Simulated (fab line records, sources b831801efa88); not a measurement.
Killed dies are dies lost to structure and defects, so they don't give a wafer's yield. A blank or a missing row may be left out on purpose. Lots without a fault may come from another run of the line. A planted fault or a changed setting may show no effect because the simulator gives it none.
fab line records | flow sky130
record lots=6 wafers=18 last_day=50
route steps=708 shown POLY_GATE@233 LDD_N@237 PAD_OPEN@708
lots that met no fault: from a run of the same line without faults
start_h: hours from the record's first day to the start of the lot's first wafer shown | wait_h: hours since the lot's step before | " the same as in the row above | L1.1+2: a row that stands for several wafers | - no value, or no start given | * or withheld: withheld | < > ~ a bound
route shown NAME@n: a module of which the file shows steps, and the number in the route of the first | usual: mean/standard deviation of fault-free wafers | same: alike in all rows | chamber/n: place in a boat | sites: the reading at each site | _std_site: their standard deviation | _edge_site: outer sites' mean less inner sites' | radius_mm: how far each site lies from the wafer's centre | mask NAME#n: copy n | behind: the tool/chamber that last shaped the wafer | hold: why the lot was held/for how many hours/how that ended | device: the transistor (n, p or np) that didn't switch | end of line: the same wafers' tests at the end of the route | a step without rows: its recipe alone | killed: dies lost to structure and defects at the first sort, not the wafer's yield | map: a wafer's dies, x killed, . not, _ none there
set.NAME: the setting as run; set.NAME@STEP: as run at that earlier step | model.NAME: the simulator's own value behind a step, which no gauge read
lots at some steps of the route; a table a step, a row a wafer
services: from which hour (start_h, from the record's first day; less than 0 if before it) a tool's chamber was out of use, for how many hours, and why
## steps
# step SKY_POLY_GATE_CLEAN_19
# recipe chemistry=SC1/SC2 mix=1:4:20 temp_c=70 time_s=150 dry=n2_spin
# step SKY_POLY_GATE_OXIDATION_20
# recipe temp_c=850 ambient=O2 stabilise_s=600 purge_s=300 target_thk_a=40 ox_time_s=899
# step SKY_POLY_GATE_THK_MEAS_21
# recipe reads=SiO2_of_POLY_GATE_OXIDATION_20
# usual POLY_GATE_OXIDATION_THK=4.01/0.081
# columns lot.wafer tool chamber start_h wait_h POLY_GATE_OXIDATION_THK[nm]
L465.1 film_metro-04 - 379.64 0.0 3.90
L465.2 " - " " 3.96
L465.4 " - " " 3.90
L472.1 film_metro-01 - 437.85 0.0 3.98
L472.2 " - " " 4.10
L472.5 " - " " 4.04
L473.1 film_metro-04 - 449.62 0.0 4.02
L473.2 " - " " 4.06
L473.3 " - " " 3.98
L480.1 film_metro-04 - 520.37 0.0 4.12
L480.3 " - " " 4.14
L480.4 " - " " 4.11
L484.2 film_metro-04 - 540.83 0.0 4.11
L484.3 " - " " 4.03
L484.4 " - " " 4.06
L488.1 film_metro-04 - 574.77 0.0 3.93
L488.2 " - " " 3.89
L488.3 " - " " 3.91
# step SKY_POLY_GATE_CD_MEAS_22
# usual cd_nm=150.3/2.1
# columns lot.wafer tool chamber start_h wait_h cd_nm
L465.1 cd_sem-02 - 379.70 0.1 148.9
L465.2 " - " " 150.1
L465.4 " - " " 150.7
L472.1 cd_sem-01 - 437.91 0.1 148.5
L472.2 " - " " 150.9
L472.5 " - " " 149.0
L473.1 cd_sem-02 - 449.68 0.1 151.2
L473.2 " - " " 151.5
L473.3 " - " " 151.8
L480.1 cd_sem-01 - 520.43 0.1 148.1
L480.3 " - " " 148.7
L480.4 " - " " 148.7
L484.2 cd_sem-02 - 540.90 0.1 150.7
L484.3 " - " " 149.7
L484.4 " - " " 149.3
L488.1 cd_sem-01 - 574.83 0.1 150.3
L488.2 " - " " 150.5
L488.3 " - " " 151.9
# step SKY_LDD_N_DEHYDRATE_00
# recipe temp_c=200 time_s=60
# step SKY_LDD_N_HMDS_01
# recipe prime_time_s=60 prime_temp_c=120
# step SKY_LDD_N_COAT_02
# recipe resist=NOVOLAK spin_rpm=3000 resist_thk_nm=300
# step SKY_LDD_N_SOFTBAKE_03
# recipe temp_c=90 time_s=60 resist=NOVOLAK
# step SKY_LDD_N_EXPOSE_04
# recipe mask_id=NTM target_cd_nm=840 na=0.6 source_shape=conventional sigma_outer=0.6 dose_mj=110
# step SKY_LDD_N_PEB_05
# recipe temp_c=withheld time_s=* resist=NOVOLAK
# step SKY_LDD_N_DEVELOP_06
# recipe develop_time_s=60 dev_temp_c=23
# step SKY_LDD_N_OVL_MEAS_07
# usual LDD_N_OVL=0.2/1.3
# columns lot.wafer tool chamber start_h wait_h LDD_N_OVL[nm]
L465.1 overlay-02 - 407.95 0.1 0.5
L465.2 " - " " 0.0
L465.4 " - " " 0.8
L472.1 overlay-01 - 467.75 0.1 -0.5
L472.2 " - " " -3.3
L472.5 " - " " 0.4
L473.1 overlay-02 - 478.40 0.1 -0.3
L473.2 " - " " 0.8
L473.3 " - " " 0.7
L480.1 overlay-01 - 550.00 0.1 -1.6
L480.3 " - " " -3.4
L480.4 " - " " -2.8
L484.2 overlay-01 - 570.00 0.1 2.2
L484.3 " - " " 0.1
L484.4 " - " " 0.7
L488.1 overlay-01 - 603.70 0.1 -2.1
L488.2 " - " " 1.1
L488.3 " - " " -0.6
# step SKY_LDD_N_IMPLANT_08
# recipe species=As energy_kev=20 dose_cm2=7.5e+13 tilt_deg=withheld rotation_deg=23
# usual beam_on_s=9.99/0.2 dose_ions_cm2=7.499e+13/8.5e+10 faraday_current_uA=423/8.4
# columns lot.wafer tool chamber start_h wait_h beam_on_s dose_ions_cm2 faraday_current_uA
L465.1 implanter-04 0 407.98 0.0 10.05 7.496e+13 422
L465.2 " 0 " " 9.53 7.494e+13 443
L465.4 " 0 " " 9.99 7.509e+13 422
L472.1 implanter-04 0 467.78 0.0 10.25 5.998e+13 329
L472.2 " 0 " " 10.27 6.008e+13 328
L472.5 " 0 " " 10.07 6e+13 335
L473.1 implanter-04 0 478.43 0.0 9.97 5.995e+13 338
L473.2 " 0 " " 10.24 6.001e+13 331
L473.3 " 0 " " 9.94 5.997e+13 340
L480.1 implanter-01 0 550.03 0.0 9.94 7.503e+13 424
L480.3 " 0 " " 9.80 7.504e+13 430
L480.4 " 0 " " 10.19 7.485e+13 413
L484.2 implanter-03 0 570.06 0.0 9.44 7.499e+13 445
L484.3 " 0 " " 9.88 7.491e+13 428
L484.4 " 0 " " 10.03 7.505e+13 421
L488.1 implanter-01 0 603.73 0.0 10.06 7.501e+13 419
L488.2 " 0 " " 10.04 7.493e+13 420
L488.3 " 0 " " 10.07 7.492e+13 419
# step SKY_LDD_N_IMPLANT_09
# recipe species=As energy_kev=20 dose_cm2=7.5e+13 tilt_deg=withheld rotation_deg=113
# step SKY_LDD_N_IMPLANT_10
# recipe species=As energy_kev=20 dose_cm2=7.5e+13 tilt_deg=withheld rotation_deg=203
# step SKY_LDD_N_IMPLANT_11
# recipe species=As energy_kev=20 dose_cm2=7.5e+13 tilt_deg=withheld rotation_deg=293
# step SKY_LDD_N_IMPLANT_12
# recipe species=BF2 energy_kev=50 dose_cm2=5e+12 tilt_deg=30 rotation_deg=0
# step SKY_LDD_N_IMPLANT_13
# recipe species=BF2 energy_kev=50 dose_cm2=5e+12 tilt_deg=30 rotation_deg=90
# step SKY_LDD_N_IMPLANT_14
# recipe species=BF2 energy_kev=50 dose_cm2=5e+12 tilt_deg=30 rotation_deg=180
# step SKY_LDD_N_IMPLANT_15
# recipe species=BF2 energy_kev=50 dose_cm2=5e+12 tilt_deg=30 rotation_deg=270
# step SKY_LDD_N_STRIP_16
# recipe chemistry=O2/N2 power_w=1400 pressure_mtorr=1500 platen_temp_c=withheld o2_flow_sccm=3000 n2_flow_sccm=300 overash_fraction=0.5
# usual drypump_motor_current_A=5.4/0.37 oes_product_au=0.407/0.0047 strip_time_to_endpoint_s=4.317/0.013
# columns lot.wafer tool chamber start_h wait_h drypump_motor_current_A oes_product_au rf_hours_counter_h strip_time_to_endpoint_s
L465.1 plasma_asher-03 1 409.18 0.1 5.2 0.405 58 4.323
L465.2 " 0 " " 4.9 0.402 58 4.319
L465.4 " 0 " " 4.9 0.402 - 4.305
L472.1 plasma_asher-03 1 468.98 0.1 5.2 0.408 64 4.278
L472.2 " 0 " " 4.8 0.403 64 4.287
L472.5 " 0 " " 4.9 0.410 - 4.271
L473.1 plasma_asher-04 1 479.63 0.1 5.6 0.403 31 4.294
L473.2 " 0 " " 5.7 0.411 31 4.276
L473.3 " 1 " " 5.6 0.411 - 4.288
L480.1 plasma_asher-03 0 551.23 0.1 4.9 0.407 72 4.336
L480.3 " 0 " " 4.9 0.410 - 4.307
L480.4 " 1 " " 5.2 0.409 - 4.317
L484.2 plasma_asher-04 0 571.23 0.1 5.7 0.402 40 4.323
L484.3 " 0 " " 5.7 0.400 - 4.317
L484.4 " 1 " " 5.6 0.404 - 4.346
L488.1 plasma_asher-01 0 604.93 0.1 5.9 0.411 17 4.329
L488.2 " 1 " " 5.9 0.405 17 4.315
L488.3 " 0 " " 5.9 0.409 - 4.315
# step SKY_LDD_N_TW_MEAS_17
# usual LDD_N_TW=2553/13
# columns lot.wafer tool chamber start_h wait_h LDD_N_TW
L465.1 film_metro-01 - 409.28 0.1 2556
L465.2 " - " " 2539
L465.4 " - " " 2557
L472.1 film_metro-01 - 469.08 0.1 2495
L472.2 " - " " 2522
L472.5 " - " " 2507
L473.1 film_metro-02 - 479.73 0.1 2552
L473.2 " - " " 2544
L473.3 " - " " 2558
L480.1 film_metro-01 - 551.33 0.1 2548
L480.3 " - " " 2560
L480.4 " - " " 2552
L484.2 film_metro-02 - 571.34 0.1 2555
L484.3 " - " " 2549
L484.4 " - " " 2556
L488.1 film_metro-01 - 605.03 0.1 2547
L488.2 " - " " 2544
L488.3 " - " " 2544
# step SKY_PAD_OPEN_PROBE_99
# usual killed_at_M0_to_M3=43/7.3 killed_at_M4_up=3.6/1.9 killed_at_contacts=23/5.3 killed_at_front_end=15/4.5 killed_at_other=0.3/0.72 killed_dies=85/9.4 killed_open=46/6.7 killed_short=38/6.8
# same gross_dies=492 killed_at_back_side=0
# columns lot.wafer tool chamber start_h wait_h killed_at_M0_to_M3 killed_at_M4_up killed_at_contacts killed_at_front_end killed_at_other killed_dies killed_open killed_short model.etest.tip_n.rs_ohm_sq
L465.1 prober-01 - 1076.16 0.1 46 2 28 9 1 86 53 32 439.6
L465.2 prober-01 - 1076.21 0.1 44 3 19 11 0 77 34 43 439.7
L465.4 prober-01 - 1076.31 0.2 50 3 23 10 0 86 52 33 440.5
L472.1 prober-01 - 1116.67 0.1 49 1 18 13 0 81 51 30 454.4
L472.2 prober-01 - 1116.72 0.1 48 2 22 13 0 85 42 43 455.8
L472.5 prober-01 - 1116.87 0.2 47 1 28 11 1 88 42 46 451
L473.1 prober-01 - 1129.03 0.1 58 2 21 19 0 100 56 43 453.9
L473.2 prober-01 - 1129.08 0.1 32 2 29 17 0 80 40 39 457.1
L473.3 prober-01 - 1129.13 0.2 31 4 27 22 0 84 44 40 454.4
L480.1 prober-02 - 1170.81 0.1 49 2 17 15 0 83 50 33 440.8
L480.3 prober-02 - 1170.91 0.2 37 0 20 16 0 73 33 40 442.1
L480.4 prober-02 - 1170.96 0.2 36 2 24 17 0 79 41 38 444.9
L484.2 prober-01 - 1182.82 0.1 44 4 25 14 0 87 45 42 443.3
L484.3 prober-01 - 1182.87 0.2 46 5 27 8 0 86 47 39 442.5
L484.4 prober-01 - 1182.92 0.2 33 5 15 15 0 68 39 29 439.6
L488.1 prober-01 - 1203.20 0.1 42 5 21 20 2 90 55 34 449.7
L488.2 prober-01 - 1203.25 0.1 46 2 23 9 1 81 37 43 452.3
L488.3 prober-01 - 1203.30 0.2 46 2 20 15 0 83 51 31 450.2
# killed by level:class
L465.1 VIA1:geometric_particle:open=12 CONTACT:geometric_particle:open=10 VIA2:geometric_particle:open=8 LI_CONTACT:geometric_particle:open=7 VIA3:geometric_particle:open=5 LOCAL_INTERCONNECT:geometric_particle:short=4 VIA3:geometric_particle:short=4 METAL1:geometric_particle:short=4
L465.2 VIA3:geometric_particle:open=8 VIA2:geometric_particle:open=6 VIA1:geometric_particle:open=6 METAL2:geometric_particle:short=6 LOCAL_INTERCONNECT:geometric_particle:short=5 CONTACT:geometric_particle:open=5 METAL1:geometric_particle:short=5 VIA3:geometric_particle:short=5
L465.4 VIA1:geometric_particle:open=15 LI_CONTACT:geometric_particle:open=11 VIA2:geometric_particle:open=8 METAL2:geometric_particle:short=7 METAL2:geometric_particle:open=4 VIA3:geometric_particle:open=4 METAL1:geometric_particle:short=4 VIA2:geometric_particle:short=4
L472.1 VIA3:geometric_particle:open=10 VIA1:geometric_particle:open=10 CONTACT:geometric_particle:open=9 METAL1:geometric_particle:short=8 VIA2:geometric_particle:open=7 LI_CONTACT:geometric_particle:open=5 VIA3:geometric_particle:short=4 POLY_GATE:geometric_particle:open=4
L472.2 VIA1:geometric_particle:open=9 LI_CONTACT:geometric_particle:open=7 VIA3:geometric_particle:open=7 METAL2:geometric_particle:short=7 VIA2:geometric_particle:open=7 CONTACT:geometric_particle:open=6 METAL1:geometric_particle:short=6 VIA3:geometric_particle:short=5
L472.5 CONTACT:geometric_particle:open=14 VIA1:geometric_particle:short=11 CONTACT:geometric_particle:short=8 METAL1:geometric_particle:short=8 VIA1:geometric_particle:open=7 VIA3:geometric_particle:open=6 LI_CONTACT:geometric_particle:open=5 METAL2:geometric_particle:short=5
L473.1 VIA1:geometric_particle:open=12 VIA2:geometric_particle:open=9 VIA1:geometric_particle:short=8 VIA2:geometric_particle:short=8 POLY_GATE:geometric_particle:open=7 CONTACT:geometric_particle:open=7 METAL1:geometric_particle:short=7 LI_CONTACT:geometric_particle:open=6
L473.2 CONTACT:geometric_particle:open=8 VIA1:geometric_particle:open=8 LOCAL_INTERCONNECT:geometric_particle:short=7 POLY_GATE:geometric_particle:short=6 CONTACT:geometric_particle:short=6 LI_CONTACT:geometric_particle:open=5 VIA1:geometric_particle:short=5 FIELD_ISO:geometric_particle:open=4
L473.3 CONTACT:geometric_particle:open=12 POLY_GATE:geometric_particle:short=8 LOCAL_INTERCONNECT:geometric_particle:short=8 METAL1:geometric_particle:short=7 POLY_GATE:geometric_particle:open=6 VIA1:geometric_particle:open=6 VIA2:geometric_particle:open=5 FIELD_ISO:geometric_particle:open=4
L480.1 VIA1:geometric_particle:open=14 VIA3:geometric_particle:open=8 VIA2:geometric_particle:open=7 LI_CONTACT:geometric_particle:open=6 FIELD_ISO:geometric_particle:open=5 METAL1:geometric_particle:short=5 VIA1:geometric_particle:short=5 METAL2:geometric_particle:short=4
L480.3 POLY_GATE:geometric_particle:short=8 VIA1:geometric_particle:open=6 VIA1:geometric_particle:short=5 VIA2:geometric_particle:open=5 CONTACT:geometric_particle:short=5 CONTACT:geometric_particle:open=5 METAL2:geometric_particle:short=5 LOCAL_INTERCONNECT:geometric_particle:short=4
L480.4 CONTACT:geometric_particle:open=11 VIA3:geometric_particle:open=8 POLY_GATE:geometric_particle:short=6 VIA1:geometric_particle:open=6 CONTACT:geometric_particle:short=5 LI_CONTACT:geometric_particle:open=4 METAL2:geometric_particle:short=4 VIA2:geometric_particle:short=4
L484.2 VIA2:geometric_particle:open=9 METAL1:geometric_particle:short=9 VIA1:geometric_particle:open=8 CONTACT:geometric_particle:open=7 POLY_GATE:geometric_particle:open=6 LOCAL_INTERCONNECT:geometric_particle:short=6 VIA3:geometric_particle:open=6 LI_CONTACT:geometric_particle:short=5
L484.3 VIA1:geometric_particle:open=16 LI_CONTACT:geometric_particle:open=9 CONTACT:geometric_particle:open=6 METAL2:geometric_particle:short=6 CONTACT:geometric_particle:short=5 METAL4:geometric_particle:short=4 METAL1:geometric_particle:short=4 VIA1:geometric_particle:short=4
L484.4 VIA1:geometric_particle:open=11 LI_CONTACT:geometric_particle:open=8 POLY_GATE:geometric_particle:open=5 VIA2:geometric_particle:open=5 METAL4:geometric_particle:short=5 FIELD_ISO:geometric_particle:short=4 POLY_GATE:geometric_particle:short=4 METAL2:geometric_particle:short=4
L488.1 VIA1:geometric_particle:open=10 VIA3:geometric_particle:open=10 FIELD_ISO:geometric_particle:short=7 VIA2:geometric_particle:open=7 LI_CONTACT:geometric_particle:open=6 CONTACT:geometric_particle:open=6 LOCAL_INTERCONNECT:geometric_particle:short=6 FIELD_ISO:geometric_particle:open=4
L488.2 CONTACT:geometric_particle:open=10 VIA2:geometric_particle:open=9 VIA1:geometric_particle:short=7 LI_CONTACT:geometric_particle:open=6 VIA1:geometric_particle:open=5 VIA2:geometric_particle:short=5 VIA3:geometric_particle:short=5 FIELD_ISO:geometric_particle:short=4
L488.3 VIA1:geometric_particle:open=12 VIA2:geometric_particle:open=8 CONTACT:geometric_particle:open=7 VIA3:geometric_particle:open=7 LI_CONTACT:geometric_particle:open=6 METAL1:geometric_particle:short=5 FIELD_ISO:geometric_particle:short=4 POLY_GATE:geometric_particle:short=4
## services
# columns tool chamber start_h hours kind
implanter-04 - 386.63 15.9 pm
implanter-01 - 405.97 2.3 repair
implanter-04 - 413.06 3.6 repair
implanter-01 - 420.61 7.2 repair
plasma_asher-01 - 421.25 9.0 pm
plasma_asher-01 0 421.25 9.0 vent_cycle
plasma_asher-01 1 421.25 9.0 vent_cycle
plasma_asher-04 - 428.13 2.8 pm
plasma_asher-01 - 430.25 2.8 pm
plasma_asher-01 0 430.25 - clean
plasma_asher-01 1 430.25 - clean
implanter-01 - 450.75 2.4 repair
plasma_asher-03 - 464.97 0.4 repair
plasma_asher-01 - 481.52 1.7 repair
implanter-01 - 503.76 3.5 pm
plasma_asher-03 - 504.78 2.8 pm
implanter-01 - 552.59 1.8 repair
implanter-01 - 558.82 4.0 repair
implanter-04 - 564.01 3.3 repair
implanter-01 - 581.63 4.5 repair
implanter-04 - 586.96 0.8 repair
## key
first_sign step=SKY_LDD_N_IMPLANT_08 reading=dose_ions_cm2 direction=down sigmas=99+ usual=* struck=*
effect step=SKY_LDD_N_IMPLANT_08 reading=faraday_current_uA direction=down sigmas=11 usual=423 struck=334
effect step=SKY_LDD_N_STRIP_16 reading=strip_time_to_endpoint_s direction=down sigmas=2.8 usual=* struck=*
effect step=SKY_LDD_N_TW_MEAS_17 reading=LDD_N_TW direction=down sigmas=1.8 usual=2553 struck=2530
model_effect step=SKY_PAD_OPEN_PROBE_99 value=etest.tip_n.rs_ohm_sq without=439.7 struck=454.5
met_at SKY_LDD_N_IMPLANT_08
struck_wafers L472.1,L472.2,L472.5,L473.1,L473.2,L473.3
tester_left_out L472,L473
onset_between 407.98 467.78
fault kind=process_parameter_drift tool=implanter-04 chamber=- onset_h=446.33 steps=SKY_LDD_N_IMPLANT_08 channel=dose_cm2 offset=* shape=step end_h=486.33 acts_in=* stated=*
# tester_left_out: of these lots the tester's yield and bins aren't shown, on N5 and GAA mostly nor the transistor test; their killed dies are dies lost to structure and defects alone, not to doping, threshold or leakage, so they don't give the yield
